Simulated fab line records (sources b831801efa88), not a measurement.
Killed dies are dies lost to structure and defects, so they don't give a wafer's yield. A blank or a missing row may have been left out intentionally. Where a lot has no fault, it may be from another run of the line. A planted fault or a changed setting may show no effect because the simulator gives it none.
Problem report, 8D (eight disciplines) form, completed by code	flow sky130	the parts of the form that need people (team, actions taken, sign-off) are left out

1. WHAT IS WRONG
CONTACT_HDPCVD_THK at SKY_CONTACT_THK_MEAS_03 reads a mean of 478 nm on 1 wafer of 1 lot; wafers without a fault read 566 nm with a standard deviation of 5. Relative to the usual mean, that is a shift of -18 standard deviations.
First seen on wafer L491.5, day 36 21:16, on filmMetro-04. Wafers with a number at this step in the record: 33, from 11 lots. Rule for "out" (also "out of limits"): further than 4 standard deviations from the usual mean. All remaining wafers that have a number are taken as sound.

2. WHAT IT IS, WHAT IT ISN'T
question	is	is not
which readings at this step	CONTACT_HDPCVD_THK	-
which lots	L491	L474, L475, L477, L480, L482, L484, L492, L495, L496, L497
which wafers of those lots	L491.5	L491.1, L491.2
read on which gauges	filmMetro-04	filmMetro-02, filmMetro-03
when	from day 36 21:16	up to then (20 sound wafers); but 12 sound wafers of L492, L495, L496, L497 came after

3. THE SUSPECTS, EACH WITH WHAT RULES IT OUT
Counting: any tool at a process step up to the reading remains a suspect provided it ran every lot that is out. Sound lots after the first of them don't rule it out here, since some wafers of a struck lot are sound.
- the gauge at SKY_CONTACT_THK_MEAS_03 is ruled out. All the wafers that are out were read on filmMetro-04, but those of them that SKY_CONTACT_HDPCVD_02 has rows for are out there too, on other tools.
- pvdSputter-02 at SKY_LI_CONTACT_SPUTTER_20 (material TiN, target thk 20 nm, time 80 s): kept. It ran the lot that is out, L491 (day 35 16:33); its last sound lot up to then is L484 (day 33 07:11).
- hdpcvd-01 at SKY_CONTACT_HDPCVD_02 (deposits SiO2, target thk 565 nm, time 94.2 s): kept. It ran the lot that is out, L491 (day 36 21:12); its last sound lot up to then is L482 (day 34 00:18). Out on those wafers are its own readings of runLengthS.
- At SKY_CONTACT_HDPCVD_02, inside hdpcvd-01: chamber 2 took the wafers that are out, while their sound lot-mates went through chambers 0, 1.
Left after counting: pvdSputter-02 at SKY_LI_CONTACT_SPUTTER_20, hdpcvd-01 at SKY_CONTACT_HDPCVD_02.

4. THE CAUSE (what the simulator had put in)
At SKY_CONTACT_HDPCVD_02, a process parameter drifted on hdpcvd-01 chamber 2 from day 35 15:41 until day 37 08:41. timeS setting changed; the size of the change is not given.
2 suspects survive the count, and this tool is in that group.

5. THE EFFECT CHAIN, in route order
Rows list readings where the struck wafers' mean (over those with a number) sits beyond 3 standard deviations from the usual. Readings are gone through only where the record gives a usual standard deviation; hours: the median, over the lots, of the time from a lot's start at the first step in this table giving one to that lot's start at this step; sigmas: the change measured in usual standard deviations.
hours	step	reading	usual	on struck wafers	change	sigmas
0	SKY_CONTACT_HDPCVD_02	runLengthS	122.0 s	106.2	-15.8	-37
0	SKY_CONTACT_THK_MEAS_03	CONTACT_HDPCVD_THK	566 nm	478	-88	-18
0	SKY_CONTACT_CMP_04	timeToEndpointS	83 s	55	-28	-8.2
Its process steps:
- SKY_CONTACT_HDPCVD_02: deposits SiO2, target thk 565 nm, time 94.2 s.
- SKY_CONTACT_CMP_04: polishes SiO2.

6. WHAT WOULD HAVE CAUGHT IT SOONER
Counted from the fault's start at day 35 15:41, it took 30 hours until the first out-of-limits reading at a measuring or inspecting step in this record, taken at day 36 21:16.
Tool's own readings at SKY_CONTACT_HDPCVD_02, runLengthS: out on all struck wafers the step has rows for; an alarm limit on them would have tripped on the first.
By day 36 21:16 the whole set of lots that are out, 1 in number, had already begun SKY_CONTACT_HDPCVD_02 on hdpcvd-01. None of them would have been spared by holding the tool at that moment.
